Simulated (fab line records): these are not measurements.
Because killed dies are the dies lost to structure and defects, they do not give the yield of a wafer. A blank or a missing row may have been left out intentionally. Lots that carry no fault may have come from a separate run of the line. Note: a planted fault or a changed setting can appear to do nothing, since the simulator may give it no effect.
Code-filled problem report in 8D (eight disciplines) form ; flow sfqLine ; the parts of the form that need people (team, actions taken, sign-off) are left out

== 1. THE ISSUE ==
M7_NB_RS at SFQ_M7_RS_MEAS_943 reads a mean of 0.841 ohm/sq on 3 wafers of 2 lots; wafers without a fault read 0.896 ohm/sq with a standard deviation of 0.0088. That is -6.3 standard deviations from the usual mean.
The step: measures by four-point-probe.
Seen first at day 80 01:47 on filmMetro-04, wafer L273.6. At this step, 42 wafers from 14 lots have a number in the record. Rule for "out" (also "out of limits"): further than 4 standard deviations from the usual mean. The rest of the wafers with a number are treated as sound.

== 2. WHAT IT IS, AND WHAT IT ISN'T ==
question;is;is not
which readings at this step;M7_NB_RS;-
which lots;L273, L276;L269, L271, L272, L274, L281, L282, L283, L285, L288, L289, L290, L291
which wafers of those lots;L273.6, L276.2, L276.3;L273.1, L273.4, L276.1
read on which gauges;filmMetro-02, filmMetro-04;filmMetro-03
when;from day 80 01:47;"up to then (11 sound wafers); but 28 sound wafers of L274, L276, L281, L282, L283, L285, L288, L289, L290, L291 came after"

== 3. SUSPECTS, AND WHAT RULES EACH OUT ==
Counting: if a tool at a process step up to the reading ran every lot that is out, it stays a suspect. Sound lots after the first of them don't rule it out here, since some wafers of a struck lot are sound.
- the gauge at SFQ_M7_RS_MEAS_943 has been ruled out. 2 gauges (filmMetro-02, filmMetro-04) read the wafers that are out.
- pvdSputter-05 at SFQ_TRILAYER_M7_DEP_SPUTTER_175 (material Nb, target thk 200 nm, time 133.3 s): kept. It ran every lot that is out, first L273 (day 80 01:42); its last sound lot up to then is L271 (day 78 19:30).
After counting, what remains is pvdSputter-05 at SFQ_TRILAYER_M7_DEP_SPUTTER_175.

== 4. THE CAUSE (what the simulator had put in) ==
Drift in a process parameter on pvdSputter-05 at SFQ_TRILAYER_M7_DEP_SPUTTER_175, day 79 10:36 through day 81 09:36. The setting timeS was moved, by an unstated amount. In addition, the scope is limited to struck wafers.
The count eliminated every tool but this one.

== 5. THE CHAIN OF EFFECTS, in route order ==
Rows list readings where the struck wafers' mean (over those with a number) sits beyond 3 standard deviations from the usual. Scope: only readings with a usual standard deviation given in the record; hours: median across lots of the time from each lot's start at the first step in this table that gives one to its start at this step; sigmas: change in usual standard deviations.
hours;step;reading;usual;on struck wafers;change;sigmas
0;SFQ_M7_RS_MEAS_943;M7_NB_RS;0.896 ohm/sq;0.841;-0.055;-6.3
6;SFQ_TRILAYER_M7_ETCH_METAL_ETCH_180;oesProductAu;0.891 a.u.;0.924;+0.033;+4.9
The process steps in it:
- SFQ_TRILAYER_M7_ETCH_METAL_ETCH_180: etches Nb in Cl2/Ar, stops on SiO2, target depth 240 nm, time 120 s.

== 6. WHAT WOULD HAVE CAUGHT IT SOONER ==
In this record the first reading out of limits at a measuring or inspecting step was taken at day 80 01:47, 15 hours after the fault began at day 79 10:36.
An alarm limit of 4 standard deviations would not have fired on the tool readings at SFQ_TRILAYER_M7_DEP_SPUTTER_175 for which the record gives a usual standard deviation, since none of them was out on any struck wafer.
Lots out: 2; of these, L276 started SFQ_TRILAYER_M7_DEP_SPUTTER_175 on pvdSputter-05 after day 80 01:47. A hold on the tool at that time would have spared it.
